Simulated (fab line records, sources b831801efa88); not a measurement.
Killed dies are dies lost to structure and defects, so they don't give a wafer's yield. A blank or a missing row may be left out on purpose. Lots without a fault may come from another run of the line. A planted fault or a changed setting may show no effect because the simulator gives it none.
Which tool did it? | flow sky130 | 24 lots, 72 wafers sampled, at 6 steps of a route of 708

WHAT THE GAUGES READ, wafer by wafer
SKY_VIA2_THK_MEAS_01.
lot  | measured     | on            | VIA2_HDPCVD_THK (nm)
L074 | day 35 01:49 | film_metro-03 | 1183 1161 1191
L075 | day 35 16:58 | film_metro-02 | 1196 1185 1165
L076 | day 35 23:05 | film_metro-02 | 1176 1186 1180
L079 | day 36 22:22 | film_metro-02 | 1164 1171 1187
L077 | day 37 00:01 | film_metro-02 | 1169 1179 1172
L078 | day 37 00:19 | film_metro-03 | 1189 1184 1185
L080 | day 37 10:10 | film_metro-02 | 1186 1175 1188
L081 | day 37 15:11 | film_metro-02 | 1166 1180 1202
L082 | day 37 18:38 | film_metro-03 | 1165 1184 1165
L083 | day 38 03:36 | film_metro-01 | 1178 1176 1190
L084 | day 38 12:31 | film_metro-02 | 1170 1176 1177
L085 | day 38 20:44 | film_metro-01 | 1174 1173 1157
L086 | day 39 05:31 | film_metro-01 | 1192 1179 1177
L087 | day 39 10:44 | film_metro-03 | 1197 1194 1201
L088 | day 39 12:59 | film_metro-02 | 1184 1188 1179
L089 | day 39 23:09 | film_metro-02 | 1163 1179 1176
L090 | day 40 06:41 | film_metro-02 | 1193 1201 1193
L092 | day 40 15:33 | film_metro-01 | 1167 1186 1166
L091 | day 40 16:23 | film_metro-02 | 1176 1142 1157
L093 | day 40 19:02 | film_metro-03 | 1164 1202 1160
L094 | day 41 12:23 | film_metro-02 | 1186 1168 1181
L095 | day 41 20:48 | film_metro-01 | 1181 1189 1205
L096 | day 42 01:17 | film_metro-02 | 1189 1173 1191
L097 | day 42 11:28 | film_metro-03 | 1175 1180 1175

SKY_CAPM_OVL_MEAS_12.
lot  | measured     | on         | CAPM_OVL (nm)
L074 | day 37 08:04 | overlay-01 | 0.2 0.5 0.0
L075 | day 37 22:38 | overlay-02 | 0.3 -1.0 -1.7
L076 | day 38 05:37 | overlay-02 | 2.2 3.2 3.8
L079 | day 39 04:14 | overlay-02 | 0.7 1.8 1.5
L077 | day 39 04:46 | overlay-01 | 0.9 0.6 0.9
L078 | day 39 06:16 | overlay-01 | 1.9 1.7 2.0
L080 | day 39 15:28 | overlay-02 | -0.4 -0.5 0.4
L081 | day 39 20:26 | overlay-01 | 0.6 1.0 -0.2
L082 | day 39 23:38 | overlay-01 | -0.4 -0.5 0.0
L083 | day 40 08:37 | overlay-02 | -0.4 -0.5 -0.6
L084 | day 40 16:44 | overlay-02 | 1.3 0.2 -0.2
L085 | day 40 23:39 | overlay-02 | 2.1 0.6 0.1
L086 | day 41 09:02 | overlay-02 | 2.5 2.0 3.1
L087 | day 41 13:47 | overlay-02 | -0.1 1.1 0.8
L088 | day 41 17:17 | overlay-01 | -0.1 -0.1 -0.3
L089 | day 42 01:07 | overlay-02 | 1.7 2.6 -0.8
L090 | day 42 07:08 | overlay-02 | 0.1 -0.5 -0.8
L092 | day 42 16:59 | overlay-02 | 1.2 1.2 2.0
L091 | day 42 17:58 | overlay-02 | 0.1 1.1 0.8
L093 | day 42 21:22 | overlay-01 | 0.2 0.4 1.5
L094 | day 43 13:25 | overlay-01 | -0.5 -0.3 -2.7
L095 | day 43 21:59 | overlay-02 | -0.6 -1.7 -1.0
L096 | day 44 02:01 | overlay-02 | 0.0 0.5 -0.7
L097 | day 44 11:46 | overlay-01 | 1.6 0.0 0.9

SKY_PASSIVATION_THK_MEAS_03.
lot  | measured     | on            | PASSIVATION_CVD_02_THK (nm)
L074 | day 43 21:24 | film_metro-04 | 536 548 545
L075 | day 44 08:05 | film_metro-01 | 543 550 557
L076 | day 44 15:07 | film_metro-03 | 540 534 542
L079 | day 45 08:35 | film_metro-03 | 535 544 544
L077 | day 45 08:40 | film_metro-04 | 541 537 549
L078 | day 45 12:16 | film_metro-03 | 549 551 553
L080 | day 45 20:24 | film_metro-04 | 533 528 541
L081 | day 45 23:01 | film_metro-03 | 539 541 549
L082 | day 46 04:04 | film_metro-01 | 539 539 547
L083 | day 46 10:23 | film_metro-03 | 540 540 550
L084 | day 46 16:39 | film_metro-04 | 542 543 555
L085 | day 46 22:53 | film_metro-03 | 525 545 542
L086 | day 47 05:32 | film_metro-04 | 533 536 546
L087 | day 47 12:19 | film_metro-03 | 539 543 541
L088 | day 47 15:11 | film_metro-04 | 538 543 545
L089 | day 47 21:34 | film_metro-04 | 541 533 543
L090 | day 48 01:20 | film_metro-03 | 547 540 556
L092 | day 48 09:37 | film_metro-03 | 540 546 550
L091 | day 48 11:17 | film_metro-03 | 538 528 543
L093 | day 48 14:24 | film_metro-03 | 536 533 547
L094 | day 49 00:13 | film_metro-01 | 534 540 539
L095 | day 49 10:05 | film_metro-04 | 538 540 548
L096 | day 49 11:47 | film_metro-03 | 546 539 548
L097 | day 49 17:15 | film_metro-03 | 534 528 543

WHICH TOOL RAN EACH LOT (tool, then ch and the chambers of the sampled wafers, then the start)
lot  | SKY_CAP2M_CVD_00                | SKY_VIA4_ETCH_12                   | SKY_PASSIVATION_CVD_02
L074 | pecvd-01 ch 0,2, day 39 15:56   | rie_diel-04 ch 0,2,3, day 42 19:55 | pecvd-04 ch 0,1,2, day 43 21:10
L075 | pecvd-03 ch 0,1,2, day 40 04:23 | rie_diel-04 ch 0,2,3, day 43 06:28 | pecvd-04 ch 0,2, day 44 07:51
L076 | pecvd-02 ch 0,1,2, day 40 12:06 | rie_diel-03 ch 0,1,2, day 43 13:43 | pecvd-01 ch 0,1,2, day 44 14:54
L079 | pecvd-02 ch 0,1, day 41 08:56   | rie_diel-04 ch 0,1,3, day 44 07:15 | pecvd-04 ch 0,1, day 45 08:22
L077 | pecvd-03 ch 0,1,2, day 41 09:16 | rie_diel-01 ch 2,3, day 44 07:58   | pecvd-03 ch 0,1, day 45 08:27
L078 | pecvd-02 ch 0,1, day 41 12:11   | rie_diel-04 ch 1,2,3, day 44 11:49 | pecvd-03 ch 0,1,2, day 45 12:01
L080 | pecvd-03 ch 0,1,2, day 41 20:44 | rie_diel-04 ch 0,1,3, day 44 19:52 | pecvd-01 ch 1,2, day 45 20:10
L081 | pecvd-01 ch 0,2, day 42 00:23   | rie_diel-01 ch 1,2,3, day 44 23:25 | pecvd-04 ch 1,2, day 45 22:48
L082 | pecvd-03 ch 1,2, day 42 04:50   | rie_diel-03 ch 1,2,3, day 45 03:37 | pecvd-04 ch 0,2, day 46 03:50
L083 | pecvd-03 ch 1,2, day 42 12:33   | rie_diel-03 ch 1,3, day 45 10:52   | pecvd-04 ch 0,1, day 46 10:10
L084 | pecvd-02 ch 0,1, day 42 20:18   | rie_diel-03 ch 0,1, day 45 16:43   | pecvd-03 ch 1,2, day 46 16:25
L085 | pecvd-03 ch 0,1,2, day 43 02:40 | rie_diel-04 ch 1,2, day 45 22:55   | pecvd-01 ch 0,1,2, day 46 22:38
L086 | pecvd-02 ch 0,2, day 43 11:11   | rie_diel-01 ch 0,2,3, day 46 06:16 | pecvd-01 ch 1,2, day 47 05:18
L087 | pecvd-01 ch 0,2, day 43 16:26   | rie_diel-01 ch 0,1,2, day 46 12:45 | pecvd-03 ch 0,1,2, day 47 12:06
L088 | pecvd-03 ch 1,2, day 43 19:59   | rie_diel-04 ch 0,2,3, day 46 15:40 | pecvd-03 ch 0,1, day 47 14:58
L089 | pecvd-01 ch 0,1,2, day 44 04:23 | rie_diel-04 ch 0,1,3, day 46 22:27 | pecvd-04 ch 0,1, day 47 21:20
L090 | pecvd-01 ch 1,2, day 44 09:14   | rie_diel-01 ch 2,3, day 47 02:40   | pecvd-03 ch 0,1, day 48 01:06
L092 | pecvd-03 ch 0,1, day 44 18:36   | rie_diel-03 ch 1,2,3, day 47 11:27 | pecvd-03 ch 0,1,2, day 48 09:23
L091 | pecvd-01 ch 1,2, day 44 20:01   | rie_diel-04 ch 0,2, day 47 13:43   | pecvd-04 ch 0,2, day 48 11:04
L093 | pecvd-03 ch 1,2, day 44 22:53   | rie_diel-04 ch 0,1,2, day 47 15:28 | pecvd-03 ch 0,2, day 48 14:10
L094 | pecvd-01 ch 0,1,2, day 45 13:38 | rie_diel-04 ch 0,1,3, day 48 03:34 | pecvd-03 ch 1,2, day 48 23:58
L095 | pecvd-03 ch 0,2, day 45 22:07   | rie_diel-04 ch 0,1,2, day 48 13:10 | pecvd-01 ch 0,1,2, day 49 09:50
L096 | pecvd-03 ch 1,2, day 46 02:14   | rie_diel-03 ch 1,3, day 48 15:22   | pecvd-01 ch 0,2, day 49 11:34
L097 | pecvd-03 ch 0,1,2, day 46 09:47 | rie_diel-03 ch 0,1,2, day 48 20:58 | pecvd-03 ch 0,1,2, day 49 17:01
- SKY_CAP2M_CVD_00: deposits SiO2, target thk 15.5 nm.
- SKY_VIA4_ETCH_12: etches SiO2 in C4F8/O2/Ar, stops on TiN, target depth 580 nm.
- SKY_PASSIVATION_CVD_02: deposits Si3N4, target thk 540 nm.

WHAT THE TOOLS THEMSELVES READ (means of the sampled wafers that have a number; where no wafer has one, the mark that the record gives instead)
SKY_CAP2M_CVD_00.
lot  | tool     | heater_power_w (W) | susceptor_temp_C (C)
L074 | pecvd-01 | 885                | 399.88
L075 | pecvd-03 | 723                | 400.09
L076 | pecvd-02 | 653                | 400.33
L079 | pecvd-02 | 752                | 400.05
L077 | pecvd-03 | 715                | 400.07
L078 | pecvd-02 | 715                | 400.05
L080 | pecvd-03 | 733                | 400.15
L081 | pecvd-01 | 829                | 399.96
L082 | pecvd-03 | 771                | 400.28
L083 | pecvd-03 | 710                | 400.09
L084 | pecvd-02 | 712                | 399.92
L085 | pecvd-03 | 715                | 399.93
L086 | pecvd-02 | 656                | 399.91
L087 | pecvd-01 | 813                | 399.88
L088 | pecvd-03 | 770                | 399.94
L089 | pecvd-01 | 751                | 399.93
L090 | pecvd-01 | 815                | 400.25
L092 | pecvd-03 | 697                | 400.05
L091 | pecvd-01 | 774                | 400.08
L093 | pecvd-03 | 749                | 399.87
L094 | pecvd-01 | 800                | 399.90
L095 | pecvd-03 | 781                | 399.97
L096 | pecvd-03 | 752                | 400.12
L097 | pecvd-03 | 702                | 399.72

SKY_VIA4_ETCH_12.
lot  | tool        | oes_product_au (a.u.)
L074 | rie_diel-04 | 0.922
L075 | rie_diel-04 | 0.923
L076 | rie_diel-03 | 0.926
L079 | rie_diel-04 | 0.930
L077 | rie_diel-01 | 0.929
L078 | rie_diel-04 | 0.925
L080 | rie_diel-04 | 0.922
L081 | rie_diel-01 | 0.928
L082 | rie_diel-03 | 0.930
L083 | rie_diel-03 | 0.932
L084 | rie_diel-03 | 0.930
L085 | rie_diel-04 | 0.923
L086 | rie_diel-01 | 0.927
L087 | rie_diel-01 | 0.924
L088 | rie_diel-04 | 0.934
L089 | rie_diel-04 | 0.926
L090 | rie_diel-01 | 0.929
L092 | rie_diel-03 | 0.928
L091 | rie_diel-04 | 0.925
L093 | rie_diel-04 | 0.930
L094 | rie_diel-04 | 0.926
L095 | rie_diel-04 | 0.928
L096 | rie_diel-03 | 0.925
L097 | rie_diel-03 | 0.921

SKY_PASSIVATION_CVD_02.
lot  | tool     | heater_power_w (W) | susceptor_temp_C (C)
L074 | pecvd-04 | 683                | 400.00
L075 | pecvd-04 | 667                | 400.19
L076 | pecvd-01 | 786                | 400.01
L079 | pecvd-04 | 598                | 400.17
L077 | pecvd-03 | 748                | 400.15
L078 | pecvd-03 | 744                | 399.95
L080 | pecvd-01 | 838                | 400.24
L081 | pecvd-04 | 576                | 399.89
L082 | pecvd-04 | 695                | 399.96
L083 | pecvd-04 | 615                | 400.20
L084 | pecvd-03 | 720                | 399.89
L085 | pecvd-01 | 795                | 399.92
L086 | pecvd-01 | 809                | 399.91
L087 | pecvd-03 | 733                | 399.91
L088 | pecvd-03 | 728                | 399.82
L089 | pecvd-04 | 633                | 399.91
L090 | pecvd-03 | 721                | 399.96
L092 | pecvd-03 | 757                | 399.75
L091 | pecvd-04 | 658                | 399.98
L093 | pecvd-03 | 759                | 399.94
L094 | pecvd-03 | 713                | 399.78
L095 | pecvd-01 | 770                | 400.07
L096 | pecvd-01 | 810                | 400.11
L097 | pecvd-03 | 745                | 399.83

THE ANSWER, worked out from the rows above alone
Rule: what is usual is taken from the lots themselves. Put in order of their means at a reading, lots are off if they are a third of the lots or fewer, leave a main group of 4 or more, and stand apart from it by a gap of 3 or more times the standard deviation of the main group's means; of several such gaps the widest counts. A main group whose means are all the same, to the digits that the tables above print for the reading, isn't used. A lot without any number at a reading at which 4 lots or more have one is off too. The other lots that the step has rows for count as sound. The gauges are gone through in route order, then the tools' own readings, and for those a lot's mean is taken as printed above. The first step at which some lot is off is used, and at that step the reading that is off furthest; a lot without a number counts as furthest.
No lot is off at any reading shown: from this, nothing can be told.

WHAT THE SIMULATOR HAD PUT IN
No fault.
